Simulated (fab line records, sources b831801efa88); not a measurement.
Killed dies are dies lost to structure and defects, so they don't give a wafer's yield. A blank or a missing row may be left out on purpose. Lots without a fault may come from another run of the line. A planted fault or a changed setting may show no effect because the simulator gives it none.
Which tool did it? | flow sky130 | 6 lots, 18 wafers sampled, at 2 steps of a route of 708

WHAT THE GAUGES READ, wafer by wafer
SKY_SONOS_ONO_THK_MEAS_05.
lot  | measured     | on            | SONOS_ONO_CVD_04_THK (nm)
L222 | day 12 05:50 | film_metro-03 | 5.91 5.85 5.81
L224 | day 12 23:26 | film_metro-04 | 5.66 5.79 5.66
L232 | day 16 02:31 | film_metro-03 | 6.89 7.03 7.09
L234 | day 16 08:17 | film_metro-04 | 6.72 6.78 6.84
L241 | day 18 19:44 | film_metro-03 | 5.61 5.60 5.66
L243 | day 19 15:35 | film_metro-03 | 5.86 5.77 5.93

WHICH TOOL RAN EACH LOT (tool, then ch and the chambers of the sampled wafers, then the start)
lot  | SKY_SONOS_ONO_CVD_04
L222 | lpcvd-03 ch 1, day 12 04:34
L224 | lpcvd-03 ch 0, day 12 22:11
L232 | lpcvd-03 ch 0, day 15 23:41
L234 | lpcvd-03 ch 0, day 16 07:01
L241 | lpcvd-03 ch 0, day 18 17:51
L243 | lpcvd-03 ch 0, day 19 14:19
- SKY_SONOS_ONO_CVD_04: deposits SiO2 from SiH4/N2O, target thk 5.7199 nm.

THE ANSWER, worked out from the rows above alone
Rule: what is usual is taken from the lots themselves. Put in order of their means at a reading, lots are off if they are a third of the lots or fewer, leave a main group of 4 or more, and stand apart from it by a gap of 3 or more times the standard deviation of the main group's means; of several such gaps the widest counts. A main group whose means are all the same, to the digits that the tables above print for the reading, isn't used. A lot without any number at a reading at which 4 lots or more have one is off too. The other lots that the step has rows for count as sound.
Off: L232, L234, at SKY_SONOS_ONO_THK_MEAS_05 (SONOS_ONO_CVD_04_THK). The main group: mean 5.76 nm, standard deviation 0.1.
A tool fits if, at a process step before that reading, it ran every lot that is off, and no sound lot after the first of them. The gauges at SKY_SONOS_ONO_THK_MEAS_05 are tried like those tools. None of those tried fits.

WHAT THE SIMULATOR HAD PUT IN
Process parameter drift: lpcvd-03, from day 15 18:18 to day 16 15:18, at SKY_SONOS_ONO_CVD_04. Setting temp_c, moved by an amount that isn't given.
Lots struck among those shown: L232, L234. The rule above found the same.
